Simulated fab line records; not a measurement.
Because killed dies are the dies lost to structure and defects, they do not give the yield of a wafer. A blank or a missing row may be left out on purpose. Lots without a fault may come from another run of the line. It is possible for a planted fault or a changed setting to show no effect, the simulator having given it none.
Problem report in the 8D (eight disciplines) form, filled by code :: flow sky130 :: the parts of the form that need people (team, actions taken, sign-off) are left out

1. THE ISSUE
Wafers with no fault read 2.9 with a standard deviation of 1.8, whereas killed_at_M4_up at SKY_PAD_OPEN_PROBE_99 reads a mean of 41.0 on 1 wafer of 1 lot. Measured from the usual mean, that is +21 standard deviations.
First observed at day 48 17:38: wafer L273.1, on prober-01. The record holds 3 wafers of 1 lot with a number at this step. Rule for "out" (also "out of limits"): further than 4 standard deviations from the usual mean. Any other wafer with a number is counted as sound.

2. WHAT IT IS AND WHAT IT IS NOT
question: which readings at this step
is: killed_at_M4_up, defect-limited-yield, killed-dies, sort_bin_3_pad_short, sort-n-pass, sort-yield-pct
is not: killed_at_M0_to_M3, killed-at-contacts, killed-at-front-end, killed-at-other, killed-open, killed-short, sort_bin_6_memory

question: which lots
is: L273
is not: -

question: which wafers of those lots
is: L273.1
is not: L273.2, L273.6

question: read on which tools
is: prober-01
is not: -

question: when
is: from day 48 17:38
is not: up to then (0 sound wafers); but 2 sound wafers of L273 came after

3. THE SUSPECTS, EACH WITH WHAT RULES IT OUT
Counting: a tool at a process step up to the reading stays a suspect if it ran every lot that is out. Sound lots after the first of them don't rule it out here, since some wafers of a struck lot are sound.
- pvd-sputter-03 at SKY_METAL4_SPUTTER_01 (material TiN, target thk 20 nm, time 16.7 s): kept. It ran the lot that is out, L273 (day 43 06:47).
- prober-01 at SKY_PAD_OPEN_PROBE_99: kept. It ran the lot that is out, L273 (day 48 17:38). Its own readings are out on those wafers: defect-limited-yield, killed_at_M4_up, killed-dies, sort_bin_3_pad_short, sort-n-pass, sort-yield-pct.
What counting leaves: pvd-sputter-03 at SKY_METAL4_SPUTTER_01 and prober-01 at SKY_PAD_OPEN_PROBE_99.

4. THE CAUSE (what the simulator had put in)
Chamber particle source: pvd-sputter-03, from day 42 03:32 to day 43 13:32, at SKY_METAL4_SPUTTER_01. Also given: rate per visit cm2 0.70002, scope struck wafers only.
2 suspects survive the count, and this tool is in that group.

5. THE CHAIN OF EFFECTS, in route order
Rows list readings where the struck wafers' mean (over those with a number) sits beyond 3 standard deviations from the usual. Readings are gone through only where the record gives a usual standard deviation; hours: the median, over the lots, of the time from a lot's start at the first step in this table giving one to that lot's start at this step; sigmas: the change measured in usual standard deviations.
hours: 0
step: SKY_PAD_OPEN_PROBE_99
reading: defect-limited-yield
usual: 82.5 %
on struck wafers: 74.6
change: -7.9
sigmas: -4.4

hours: 0
step: SKY_PAD_OPEN_PROBE_99
reading: killed_at_M4_up
usual: 2.9
on struck wafers: 41.0
change: +38.1
sigmas: +21

hours: 0
step: SKY_PAD_OPEN_PROBE_99
reading: killed-dies
usual: 86
on struck wafers: 125
change: +39
sigmas: +4.5

hours: 0
step: SKY_PAD_OPEN_PROBE_99
reading: sort_bin_3_pad_short
usual: 0.9 %
on struck wafers: 3.3
change: +2.4
sigmas: +6.0

hours: 0
step: SKY_PAD_OPEN_PROBE_99
reading: sort_bin_5_function
usual: 10.3 %
on struck wafers: 14.8
change: +4.5
sigmas: +3.2

hours: 0
step: SKY_PAD_OPEN_PROBE_99
reading: sort-n-pass
usual: 406
on struck wafers: 367
change: -39
sigmas: -4.5

hours: 0
step: SKY_PAD_OPEN_PROBE_99
reading: sort-yield-pct
usual: 82.5 %
on struck wafers: 74.6
change: -7.9
sigmas: -4.4
Process steps it contains:
- SKY_PAD_OPEN_PROBE_99

6. HOW IT WOULD HAVE BEEN CAUGHT EARLIER
The fault began at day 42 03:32; the first out-of-limits reading in this record came at day 48 17:38, 158 hours later.
No tool reading at SKY_METAL4_SPUTTER_01 that has a usual standard deviation in the record was out on any struck wafer, so an alarm limit of 4 standard deviations on those readings would not have fired.
Lots out: 1; all had begun SKY_METAL4_SPUTTER_01 on pvd-sputter-03 by day 48 17:38. A hold on the tool at that time would have spared none of them.
